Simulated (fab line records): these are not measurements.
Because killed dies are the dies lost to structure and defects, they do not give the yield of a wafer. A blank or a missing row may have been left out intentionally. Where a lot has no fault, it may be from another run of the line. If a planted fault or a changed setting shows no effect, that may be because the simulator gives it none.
Lot-split experiment | flow sky130 | 23 wafers read from 5 lots, route of 708 steps

SPLIT DETAILS
At SKY_VIA1_SPUTTER_20 (material TiN, target thk 20 nm, time 80 s), the setting time_s was moved away from the recipe's 80 s on 7 of the 23 wafers read, by -12.6% to +9.8%. For the rest of the wafers, this setting stayed at what the recipe calls for.

The reading is taken at the split's own step.

THE READING
TiN_of_VIA1_SPUTTER_20.thk_nm (the simulator's own value, which no gauge read), in nm, at SKY_VIA1_SPUTTER_20 (material TiN, target thk 20 nm, time 80 s). The file does not state a usual value for it. Across the 16 wafers here that went through the recipe, the average is 20.01 nm and the standard deviation 0.18 nm.

wafer  | tool, chamber at the split | time_s as run, s | against the recipe | TiN_of_VIA1_SPUTTER_20.thk_nm, nm | against lot-mates on the recipe
L077.2 | pvd_sputter-04, -          | 87.86            | +9.8%              | 22.08                             | +1.96
L077.3 | pvd_sputter-04, -          | 87.86            | +9.8%              | 22.27                             | +2.15
L077.4 | pvd_sputter-04, -          | 80               | recipe             | 20.26                             | -
L077.5 | pvd_sputter-04, -          | 80               | recipe             | 19.97                             | -
L077.6 | pvd_sputter-04, -          | 87.86            | +9.8%              | 22.29                             | +2.17
L078.1 | pvd_sputter-04, -          | 80               | recipe             | 19.9                              | -
L078.2 | pvd_sputter-04, -          | 69.95            | -12.6%             | 17.32                             | -2.53
L078.3 | pvd_sputter-04, -          | 69.95            | -12.6%             | 17.7                              | -2.15
L078.4 | pvd_sputter-04, -          | 80               | recipe             | 19.72                             | -
L078.5 | pvd_sputter-04, -          | 80               | recipe             | 19.92                             | -
L080.1 | pvd_sputter-04, -          | 87.6             | +9.5%              | 21.99                             | +1.80
L080.2 | pvd_sputter-04, -          | 87.6             | +9.5%              | 22.02                             | +1.83
L080.4 | pvd_sputter-04, -          | 80               | recipe             | 20.06                             | -
L080.5 | pvd_sputter-04, -          | 80               | recipe             | 20.15                             | -
L080.6 | pvd_sputter-04, -          | 80               | recipe             | 20.35                             | -
L081.1 | pvd_sputter-03, -          | 80               | recipe             | 19.96                             | -
L081.2 | pvd_sputter-03, -          | 80               | recipe             | 20.21                             | -
L081.3 | pvd_sputter-03, -          | 80               | recipe             | 20                                | -
L081.5 | pvd_sputter-03, -          | 80               | recipe             | 20.08                             | -
L081.6 | pvd_sputter-03, -          | 80               | recipe             | 20.13                             | -
L082.1 | pvd_sputter-03, -          | 80               | recipe             | 19.76                             | -
L082.5 | pvd_sputter-03, -          | 80               | recipe             | 19.76                             | -
L082.4 | pvd_sputter-03, -          | 80               | recipe             | 19.9                              | -

FIT RESULTS
A straight line over all 23 wafers: TiN_of_VIA1_SPUTTER_20.thk_nm changes by +0.21 nm for each +1% of time_s; r = +0.99; the points scatter about the line by 0.18 nm.
The same after taking each lot's own level away (the mean of its wafers on the recipe; 23 wafers): +0.197 nm for each +1%; r = +0.99; scatter 0.13 nm.
The reading moves by 2.5 nm for the largest change in time_s, on that fit.
From 19.807 to 20.187 nm: that is the span of the lots' own levels, equal to 2.1 times the standard deviation above.
The two slopes are in agreement: the lot-to-lot level therefore moves the slope only a little.
Check: for one of the wafers moved furthest among these (-12.6%), held out of the fit, the line's prediction against its lot-mates is -2.41 nm. It came out at -2.53 nm against them.

FURTHER SPLITS ON THESE WAFERS
Before the reading, these wafers also passed through other splits. Each is held against what the fit with the lots' levels taken away leaves over:
other split on the same wafers | wafers away from the commonest value | r with TiN_of_VIA1_SPUTTER_20.thk_nm (lot level and that fit taken away)
SKY_VIA1_ETCH_14 time_s        | 9                                    | +0.08

FILE'S OWN FIT
TiN_of_VIA1_SPUTTER_20.thk_nm changes by +0.195 nm for each +1% of time_s, r = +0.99.
